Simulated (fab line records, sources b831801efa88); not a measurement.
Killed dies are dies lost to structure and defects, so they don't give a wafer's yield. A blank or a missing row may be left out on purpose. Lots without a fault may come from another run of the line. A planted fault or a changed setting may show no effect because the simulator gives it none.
Chamber matching | flow sky130 | SKY_VIA1_ETCH_15 on rie_diel-02: 3 sister chambers
The step etches SiO2 in C4F8/O2/Ar, stops on TiN, target depth 351 nm, time 54 s. 20 wafers are shown with their chamber, then 7 later ones without.

WAFERS WITH THEIR CHAMBER
wafer  | chamber | oes_product_au (a.u.) | rf_fwd_power_W (W)
L076.1 | 2       | 0.984                 | 1484
L076.5 | 3       | 0.980                 | 1485
L076.6 | 2       | 0.977                 | 1485
L077.2 | 3       | 0.978                 | 1485
L077.4 | 2       | 0.983                 | 1483
L077.5 | 3       | 0.994                 | 1485
L078.1 | 2       | 0.989                 | 1483
L078.3 | 2       | 0.983                 | 1486
L078.5 | 3       | 0.985                 | 1483
L084.2 | 3       | 0.982                 | 1479
L084.4 | 0       | 0.971                 | 1484
L084.5 | 0       | 0.979                 | 1488
L085.1 | 0       | 0.982                 | 1487
L085.3 | 3       | 0.967                 | 1494
L085.6 | 2       | 0.978                 | 1482
L088.1 | 2       | 0.985                 | 1487
L088.4 | 0       | 0.977                 | 1490
L088.5 | 2       | 0.983                 | 1480
L091.2 | 2       | 0.982                 | 1496
L091.4 | 3       | 0.988                 | 1489

SIGNATURES (means of the wafers above)
reading        | chamber 0 | chamber 2 | chamber 3 | scatter within a chamber
oes_product_au | 0.97725   | 0.98267   | 0.98200   | 0.00594
rf_fwd_power_W | 1487.25   | 1485.11   | 1485.71   | 4.35
Rule: a wafer's distance from a chamber is the root of the sum, over the readings, of the square of ((its reading less the chamber's mean) divided by the reading's scatter). The wafer belongs to the nearest chamber; if the next one is less than 2 further off, it can't be placed. The scatter: the root of (the sum of the squares of (reading less its chamber's mean) over the shown wafers, divided by (wafers less chambers)).

WAFERS WITHOUT THEIR CHAMBER
wafer  | oes_product_au (a.u.) | rf_fwd_power_W (W)
L091.5 | 0.976                 | 1490
L092.4 | 0.982                 | 1489
L094.3 | 0.981                 | 1491
L094.4 | 0.987                 | 1495
L094.5 | 0.978                 | 1492
L095.2 | 0.984                 | 1490
L095.4 | 0.983                 | 1492

WHICH CHAMBER EACH WENT THROUGH
wafer  | from the rows above          | in truth
L091.5 | can't be placed: 0 or 3 or 2 | 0
L092.4 | can't be placed: 3 or 0 or 2 | 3
L094.3 | can't be placed: 0 or 3 or 2 | 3
L094.4 | can't be placed: 3 or 2 or 0 | 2
L094.5 | can't be placed: 0 or 3 or 2 | 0
L095.2 | can't be placed: 3 or 2 or 0 | 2
L095.4 | can't be placed: 3 or 0 or 2 | 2
Placed correctly: 0 of 7. Can't be placed from these rows: 7 (the true chamber is among the candidates in 7). Placed wrongly: 0.
